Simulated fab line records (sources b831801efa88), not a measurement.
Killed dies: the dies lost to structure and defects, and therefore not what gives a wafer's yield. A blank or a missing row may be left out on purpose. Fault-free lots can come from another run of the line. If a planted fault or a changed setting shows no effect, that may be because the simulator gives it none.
Struck lot and sound lot, side by side -- flow sky130 -- 21 steps out of a route of 708
Sound: the wafers L477.3, L477.4, L477.6. The struck wafers were L487.1, L487.2, L487.6. Last of all comes the cause.
For every step that has rows: the tool of each side, followed by ch and its chambers, followed by its first start. Under that, the readings that differ: sound wafers -- struck wafers -- difference of the means -- sigmas: that difference in standard deviations of wafers without a fault.
alike: a reading whose means differ by less than 2 such deviations, as well as words and numbers matching on both sides. not compared: withheld readings; readings where some wafer has no value; bounds like >300 that might hide an equal value; numbers whose values overlap and for which the record gives no deviation.
A row with sigmas, a row that says differs or no value, or rows on one side alone: a step with any of these is where the two part. Numbers that have no deviation but don't overlap get no sigmas and don't part them. A reading missing from all wafers of one side parts the sides only when that side holds two or more wafers.

first, 1 step without rows for these wafers: SKY_RES_XHIGH_IMPLANT_07.
SKY_RES_XHIGH_STRIP_08: strips in O2/N2.
  sound on plasmaAsher-01 ch 0,1, day 30 10:36; struck on plasmaAsher-02 ch 0,1, day 33 11:02
  alike: drypumpMotorCurrentA, oesProductAu, stripTimeToEndpointS
  not compared: rfHoursCounterH
SKY_RES_XHIGH_TW_MEAS_09:
  struck on filmMetro-03, day 33 11:08; sound on filmMetro-03, day 30 10:41
  alike: RES_XHIGH_TW
then, 7 steps without rows for these wafers: SKY_SD_N_DEHYDRATE_00 (time 60 s); SKY_SD_N_HMDS_01 (prime time 60 s); SKY_SD_N_COAT_02 (resist thk 1140 nm); SKY_SD_N_SOFTBAKE_03 (time 60 s); SKY_SD_N_EXPOSE_04 (exposes mask NSDM, target cd 380 nm); SKY_SD_N_PEB_05; SKY_SD_N_DEVELOP_06 (develop time 60 s).
SKY_SD_N_CD_MEAS_07 targets a cd of 380 nm.
  struck on cdSem-02, day 34 12:46; sound on cdSem-02, day 31 14:53
  alike: cdNm
SKY_SD_N_OVL_MEAS_08:
  struck on overlay-01, day 34 12:53; sound on overlay-01, day 31 14:59
  alike: SD_N_OVL
SKY_SD_N_IMPLANT_09:
  sound on implanter-01 ch 0, day 31 15:03; struck on implanter-01 ch 0, day 34 12:55
reading,sound,struck,difference,sigmas
beamOnS (s),16.3 16.4 17.0,9.8 9.6 9.9,-6.8,-5
doseIonsCm2,4.002e+15 4.005e+15 3.99e+15,2.257e+15 2.268e+15 2.254e+15,-1.739e+15,-99 or more
following that, these wafers have no rows for 1 step: SKY_SD_N_IMPLANT_10.
SKY_SD_N_STRIP_11: strips in O2/N2.
  sound on plasmaAsher-01 ch 0,1, day 31 15:20; struck on plasmaAsher-01 ch 0,1, day 34 13:13
reading,sound,struck,difference,sigmas
oesProductAu (a.u.),0.524 0.525 0.532,0.542 0.546 0.558,+0.022,+5
stripTimeToEndpointS (s),22.56 22.54 22.56,20.48 20.47 20.44,-2.09,-46
  alike: drypumpMotorCurrentA
  not compared: rfHoursCounterH
SKY_SD_N_TW_MEAS_12:
  struck on filmMetro-04, day 34 13:19; sound on filmMetro-02, day 31 15:25
reading,sound,struck,difference,sigmas
SD_N_TW,3943 3956 3959,3882 3870 3882,-75,-3
then, 1 step without rows for these wafers: SKY_SD_N_CLEAN_13 (cleans in SC1/SC2, time 150 s).
SKY_SD_N_RTA_14: time 2 s.
  sound on rtpAnneal-02 ch 0, day 31 15:32; struck on rtpAnneal-01 ch 0, day 34 13:26
  alike: lampPowerPct, wafer_temp_C_max
SKY_SD_N_RS_MEAS_16: measurement is done with a four-point probe.
  struck on filmMetro-02, day 34 13:37; sound on filmMetro-04, day 31 15:44
reading,sound,struck,difference,sigmas
SD_N_RS (ohm/sq),68.56 68.62 68.79,75.29 75.45 75.48,+6.75,+61
SKY_SD_N_RS_MEAS_17: measurement is done with a four-point probe.
  struck on filmMetro-02, day 34 13:44; sound on filmMetro-04, day 31 15:51
  alike: SD_P_RS
-- a jump in the record: the struck wafers' starts before and after are 16 days apart (it breaks off in module SD_N and resumes in module PAD_OPEN, where the first step shown is number 708 of the route) --
SKY_PAD_OPEN_PROBE_99:
  struck on prober-01, day 50 13:20; sound on prober-02, day 48 15:23
reading,sound,struck,difference,sigmas
model.etest.resNdiff.lineOhmUm,759.6 744.9 751,897.2 880.4 891.2,+137.8,
model.etest.nfetG5v0d10v5.rOnOhmUm,1874 1882 1852,1954 1940 1955,+80,
model.etest.sonosUncharged.rOnOhmUm,789.6 793.6 789.1,862.2 863.1 860.3,+71.1,
model.etest.liconNdiff.rcOhm,171 178.7 173.7,208.4 213.6 218.8,+39.1,
model.etest.resNdiffHv.rsOhmSq,111.7 112.7 112,132.3 133.6 133.4,+21.0,
model.etest.resNdiff.rsOhmSq,119.1 118.2 118.7,139.6 138.4 139.4,+20.5,
  alike: killed_at_M0_to_M3, killed_at_M4_up, killedAtContacts, killedAtFrontEnd, killedAtOther, killedDies, killedOpen, killedShort

WHERE THEY PART
At SKY_SD_N_IMPLANT_09 first; at SKY_SD_N_RS_MEAS_16 last (within this record only). Later steps at which nothing parts them and some readings are alike: SKY_SD_N_RS_MEAS_17, SKY_PAD_OPEN_PROBE_99.

WHY: what the simulator had put in
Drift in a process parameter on implanter-01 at SKY_SD_N_IMPLANT_09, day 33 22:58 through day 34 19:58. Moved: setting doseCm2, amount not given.
